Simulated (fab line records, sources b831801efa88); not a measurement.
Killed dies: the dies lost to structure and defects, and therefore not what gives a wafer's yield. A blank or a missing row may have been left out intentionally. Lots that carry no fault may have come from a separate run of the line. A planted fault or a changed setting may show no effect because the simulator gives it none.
What tool caused it? :: flow gf180mcu :: 41 wafers from 14 lots sampled at 2 of the route's 602 steps

== WHAT THE GAUGES READ, wafer by wafer ==
GF_VT_IMPLANT_OVL_MEAS_07. Usual: VT_IMPLANT_OVL typically reads -0.8 nm, with standard deviation 1.2.
lot: L467
measured: day 5 21:47
on: overlay-02
VT_IMPLANT_OVL (nm): -1.2 -0.5 2.2
flag: 

lot: L468
measured: day 6 01:55
on: overlay-02
VT_IMPLANT_OVL (nm): 0.2 -0.7 -0.7
flag: 

lot: L470
measured: day 6 17:07
on: overlay-02
VT_IMPLANT_OVL (nm): -0.6 -1.8 -1.4
flag: 

lot: L471
measured: day 6 16:29
on: overlay-01
VT_IMPLANT_OVL (nm): -2.3 0.3 -1.0
flag: 

lot: L472
measured: day 7 06:34
on: overlay-02
VT_IMPLANT_OVL (nm): 0.3 0.4 -0.5
flag: 

lot: L474
measured: day 7 19:37
on: overlay-01
VT_IMPLANT_OVL (nm): -3.1 -3.1 -1.8
flag: 

lot: L475
measured: day 7 20:34
on: overlay-02
VT_IMPLANT_OVL (nm): 0.1 0.3 -0.2
flag: 

lot: L477
measured: day 8 07:08
on: overlay-02
VT_IMPLANT_OVL (nm): -1.0 -0.8 0.3
flag: 

lot: L476
measured: day 8 07:47
on: overlay-02
VT_IMPLANT_OVL (nm): -2.5 -2.2 -2.8
flag: 

lot: L478
measured: day 8 19:46
on: overlay-01
VT_IMPLANT_OVL (nm): -1.4 -0.1 -1.1
flag: 

lot: L479
measured: day 9 06:16
on: overlay-01
VT_IMPLANT_OVL (nm): 0.3 -1.1 0.0
flag: 

lot: L483
measured: day 10 01:58
on: overlay-01
VT_IMPLANT_OVL (nm): -1.7 -2.0 0.1
flag: 

lot: L485
measured: day 10 08:10
on: overlay-01
VT_IMPLANT_OVL (nm): -1.6 0.7
flag: 

lot: L489
measured: day 11 04:31
on: overlay-01
VT_IMPLANT_OVL (nm): 0.1 1.2 -0.3
flag: 

== EACH LOT AND THE TOOL THAT RAN IT (in order: tool; ch and the chambers of the sampled wafers; start) ==
lot: L467
GF_STI_ETCH_14: rieSi-02 ch 0,1,2, day 2 03:26

lot: L468
GF_STI_ETCH_14: rieSi-01 ch 0,3, day 2 10:52

lot: L470
GF_STI_ETCH_14: rieSi-02 ch 1,2,3, day 2 21:35

lot: L471
GF_STI_ETCH_14: rieSi-01 ch 1,2, day 2 21:56

lot: L472
GF_STI_ETCH_14: rieSi-02 ch 0,2,3, day 3 05:46

lot: L474
GF_STI_ETCH_14: rieSi-02 ch 1,2,3, day 3 16:47

lot: L475
GF_STI_ETCH_14: rieSi-02 ch 0,1, day 3 21:02

lot: L477
GF_STI_ETCH_14: rieSi-01 ch 0,2,3, day 4 05:59

lot: L476
GF_STI_ETCH_14: rieSi-02 ch 1,2,3, day 4 06:16

lot: L478
GF_STI_ETCH_14: rieSi-02 ch 0,2, day 4 13:41

lot: L479
GF_STI_ETCH_14: rieSi-01 ch 0,1, day 4 17:43

lot: L483
GF_STI_ETCH_14: rieSi-01 ch 0,2, day 5 15:20

lot: L485
GF_STI_ETCH_14: rieSi-01 ch 0, day 6 00:41

lot: L489
GF_STI_ETCH_14: rieSi-02 ch 0,2, day 6 21:07
- GF_STI_ETCH_14: etches Si in HBr/Cl2/O2, target depth 360 nm, time 102.9 s.

== AS READ BY THE TOOLS THEMSELVES (means over the sampled wafers that have a number; for cases with no such wafer, the mark the record gives instead) ==
GF_STI_ETCH_14. Usual: chamberPressureMTorr 15.000 mTorr, standard deviation 0.012; drypumpMotorCurrentA 5.9 A, standard deviation 0.31; oesProductAu 0.995 a.u., standard deviation 0.0094; runLengthS 131.0 s, standard deviation 0.42; throttleValvePct 25.659 %, standard deviation 0.01.
lot: L467
tool: rieSi-02
chamberPressureMTorr (mTorr): 14.999
drypumpMotorCurrentA (A): 6.0
oesProductAu (a.u.): 0.993
runLengthS (s): 130.9
throttleValvePct (%): 25.652
flag: 

lot: L468
tool: rieSi-01
chamberPressureMTorr (mTorr): 14.999
drypumpMotorCurrentA (A): 5.6
oesProductAu (a.u.): 1.004
runLengthS (s): 131.2
throttleValvePct (%): 25.658
flag: 

lot: L470
tool: rieSi-02
chamberPressureMTorr (mTorr): 14.982
drypumpMotorCurrentA (A): 6.0
oesProductAu (a.u.): 1.003
runLengthS (s): 130.9
throttleValvePct (%): 25.649
flag: 

lot: L471
tool: rieSi-01
chamberPressureMTorr (mTorr): 14.994
drypumpMotorCurrentA (A): 6.2
oesProductAu (a.u.): 0.989
runLengthS (s): 131.0
throttleValvePct (%): 25.658
flag: 

lot: L472
tool: rieSi-02
chamberPressureMTorr (mTorr): 15.009
drypumpMotorCurrentA (A): 5.8
oesProductAu (a.u.): 0.989
runLengthS (s): 130.7
throttleValvePct (%): 25.670
flag: 

lot: L474
tool: rieSi-02
chamberPressureMTorr (mTorr): 14.997
drypumpMotorCurrentA (A): 6.0
oesProductAu (a.u.): 0.996
runLengthS (s): 130.9
throttleValvePct (%): 25.655
flag: 

lot: L475
tool: rieSi-02
chamberPressureMTorr (mTorr): 14.992
drypumpMotorCurrentA (A): 6.0
oesProductAu (a.u.): 0.993
runLengthS (s): 131.3
throttleValvePct (%): 25.671
flag: 

lot: L477
tool: rieSi-01
chamberPressureMTorr (mTorr): 15.002
drypumpMotorCurrentA (A): 5.8
oesProductAu (a.u.): 0.996
runLengthS (s): 131.2
throttleValvePct (%): 25.651
flag: 

lot: L476
tool: rieSi-02
chamberPressureMTorr (mTorr): 15.018
drypumpMotorCurrentA (A): 6.0
oesProductAu (a.u.): 0.992
runLengthS (s): 130.9
throttleValvePct (%): 25.660
flag: 

lot: L478
tool: rieSi-02
chamberPressureMTorr (mTorr): 14.997
drypumpMotorCurrentA (A): 5.9
oesProductAu (a.u.): 1.001
runLengthS (s): 130.9
throttleValvePct (%): 25.653
flag: 

lot: L479
tool: rieSi-01
chamberPressureMTorr (mTorr): 15.012
drypumpMotorCurrentA (A): 5.7
oesProductAu (a.u.): 0.992
runLengthS (s): 131.1
throttleValvePct (%): 25.666
flag: 

lot: L483
tool: rieSi-01
chamberPressureMTorr (mTorr): 15.011
drypumpMotorCurrentA (A): 5.8
oesProductAu (a.u.): 0.998
runLengthS (s): 126.9
throttleValvePct (%): 25.662
flag: OFF

lot: L485
tool: rieSi-01
chamberPressureMTorr (mTorr): 15.000
drypumpMotorCurrentA (A): 5.5
oesProductAu (a.u.): 0.996
runLengthS (s): 125.2
throttleValvePct (%): 25.657
flag: OFF

lot: L489
tool: rieSi-02
chamberPressureMTorr (mTorr): 14.995
drypumpMotorCurrentA (A): 6.0
oesProductAu (a.u.): 0.983
runLengthS (s): 130.7
throttleValvePct (%): 25.665
flag: 

== THE ANSWER, worked out from the rows above alone ==
Rule: a lot counts as off when the mean over its wafers that have a number is more than 3 standard deviations away from the usual mean. Also off: a lot with no number at a reading for which 4 or more lots have one. The other lots that the step has rows for count as sound. The gauges are gone through in route order, then the tools' own readings, and for those a lot's mean is taken as printed above. At the first step where some lot is off, the reading lying furthest off is the one used; lots without a number count as furthest.
Off, at GF_STI_ETCH_14 on runLengthS: L483, L485.
A tool fits if, at that step or a process step before it, it ran every lot that is off, and no sound lot after the first of them. One fits: rieSi-01 at GF_STI_ETCH_14. A fault onset in the window from L479 (day 4 17:43, its last sound lot) to L483 (day 5 15:20, its first lot off) fits.
The tool's own readings at GF_STI_ETCH_14 bear it out: on the lots that are off they differ by more than 5 times the standard deviation of the sound lots' means. runLengthS reads 126.1 s there against 131.0 s on the sound lots.

== WHAT THE SIMULATOR HAD INSERTED ==
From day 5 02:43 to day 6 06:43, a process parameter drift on rieSi-01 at GF_STI_ETCH_14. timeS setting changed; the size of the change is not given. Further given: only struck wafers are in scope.
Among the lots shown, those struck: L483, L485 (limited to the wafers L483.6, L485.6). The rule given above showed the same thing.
